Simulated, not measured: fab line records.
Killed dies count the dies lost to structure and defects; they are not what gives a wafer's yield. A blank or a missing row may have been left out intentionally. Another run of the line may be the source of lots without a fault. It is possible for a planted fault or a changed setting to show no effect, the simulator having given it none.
Which tool is to blame? -- flow sky130 -- 11 lots, 33 wafers sampled, at 1 step of a route of 708

== WHAT EACH GAUGE READ, for each wafer ==
SKY_NWELL_OVL_MEAS_23.
lot,measured,on,NWELL_01_OVL (nm)
L731,day 5 06:25,overlay-01,-1.8 -1.1 -2.1
L732,day 5 13:31,overlay-02,1.2 2.7 -0.7
L733,day 5 20:13,overlay-02,-1.8 -1.5 -1.8
L737,day 6 21:53,overlay-01,0.6 -1.5 0.6
L738,day 7 07:23,overlay-02,-1.0 1.0 0.6
L739,day 7 16:37,overlay-02,1.1 1.5 1.5
L741,day 8 00:55,overlay-01,0.3 -0.3 1.1
L740,day 8 01:16,overlay-01,-2.1 -2.1 -1.6
L742,day 8 06:55,overlay-01,1.5 0.4 0.7
L750,day 10 02:55,overlay-02,0.2 1.7 1.7
L752,day 10 12:53,overlay-02,1.2 1.6 2.5

== WHICH TOOL RAN EACH LOT (tool, then ch and the chambers of the sampled wafers, then the start) ==
There is no process step in the record ahead of these readings.

== THE ANSWER, worked out from the rows above alone ==
Rule: what is usual is taken from the lots themselves. The widest of any qualifying gaps counts: lots, ordered by their means at a reading, are off when they make up no more than a third of the lots, leave a main group of 4 or more, and stand apart from it by 3 or more times the standard deviation of that group's means. The tables above print the reading to a certain number of digits; a main group whose means all agree to those digits is not used. A lot without any number at a reading at which 4 lots or more have one is off too. Where the step has rows for the other lots, those lots are counted as sound.
No lot is off at any reading shown: from this, nothing can be told.

== WHAT HAD BEEN PUT IN BY THE SIMULATOR ==
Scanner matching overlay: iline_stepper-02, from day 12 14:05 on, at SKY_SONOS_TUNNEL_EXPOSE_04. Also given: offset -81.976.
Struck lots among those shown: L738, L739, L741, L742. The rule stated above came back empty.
